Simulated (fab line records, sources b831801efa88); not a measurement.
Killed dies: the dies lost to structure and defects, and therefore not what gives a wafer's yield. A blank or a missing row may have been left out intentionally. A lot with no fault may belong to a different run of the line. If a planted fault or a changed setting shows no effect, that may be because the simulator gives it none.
Comparing a struck lot with a sound one | flow sky130 | 14 out of 708 route steps
Sound: the wafers L739.1, L739.2, L739.5. Struck: wafers L753.2, L753.4, L753.6. The cause comes at the end.
Per side, at each step with rows, come the tool, then ch with its chambers, and then its first start. Under that, the readings that differ: sound wafers | struck wafers | difference of the means | sigmas: that difference in standard deviations of wafers without a fault.
alike: readings whose means differ by less than 2 such deviations, and words and numbers that are the same on both sides. not compared: withheld readings, readings that some wafer has no value for, bounds like >300 that may hide the same value, and numbers for which the record gives no deviation and whose values overlap.
The two part at a step that has a row with sigmas, a row that says differs or no value, or rows on one side only. Non-overlapping numbers with no deviation appear without sigmas and do not part them. A reading missing from all wafers of one side parts the sides only when that side holds two or more wafers.

first, 1 step without rows for these wafers: SKY_SONOS_ONO_OXIDATION_00 (stabilise 600 s, purge 300 s, target thk 2.6 nm).
SKY_SONOS_ONO_THK_MEAS_01:
  sound on film-metro-03 at day 11 22:45; struck on film-metro-03 at day 16 12:08
  alike: SONOS_ONO_OXIDATION_THK
then, 1 step without rows for these wafers: SKY_SONOS_ONO_CVD_02 (deposits Si3N4 from DCS/NH3, target thk 10.5 nm, time 180 s).
SKY_SONOS_ONO_THK_MEAS_03:
  sound on film-metro-01 at day 12 01:34; struck on film-metro-02 at day 16 13:14
  alike: SONOS_ONO_CVD_02_THK
then, 1 step without rows for these wafers: SKY_SONOS_ONO_CVD_04 (deposits SiO2 from SiH4/N2O, target thk 5.7199 nm).
SKY_SONOS_ONO_THK_MEAS_05:
  sound on film-metro-02 at day 12 02:53; struck on film-metro-02 at day 16 14:33
  alike: SONOS_ONO_CVD_04_THK
then, 6 steps without rows for these wafers: SKY_SONOS_ONO_DEHYDRATE_06 (time 60 s); SKY_SONOS_ONO_HMDS_07 (prime time 60 s); SKY_SONOS_ONO_COAT_08 (resist thk 1140 nm); SKY_SONOS_ONO_SOFTBAKE_09 (time 60 s); SKY_SONOS_ONO_EXPOSE_10 (exposes mask ONOM, target cd 410 nm); SKY_SONOS_ONO_PEB_11.
SKY_SONOS_ONO_DEVELOP_12: develop time 60 s.
  sound on litho-track-01 ch 0, day 13 02:46; struck on litho-track-03, day 17 19:01
  no value came back on the struck wafers for chill-plate-temp-C (C), develop-time-s (s); on the sound wafers chill-plate-temp-C (C) reads 22.70 22.85 22.87
SKY_SONOS_ONO_CD_MEAS_13: the cd target is 410 nm.
  sound on cd-sem-01 at day 13 02:55; struck on cd-sem-01 at day 17 19:15
  reading    | sound             | struck | difference                    | sigmas
  cd-nm (nm) | 409.2 408.5 410.2 | - - -  | no value on the struck wafers |

## WHERE THEY PART
First at SKY_SONOS_ONO_DEVELOP_12; last, within this record, at SKY_SONOS_ONO_CD_MEAS_13.

WHY: what the simulator had put in
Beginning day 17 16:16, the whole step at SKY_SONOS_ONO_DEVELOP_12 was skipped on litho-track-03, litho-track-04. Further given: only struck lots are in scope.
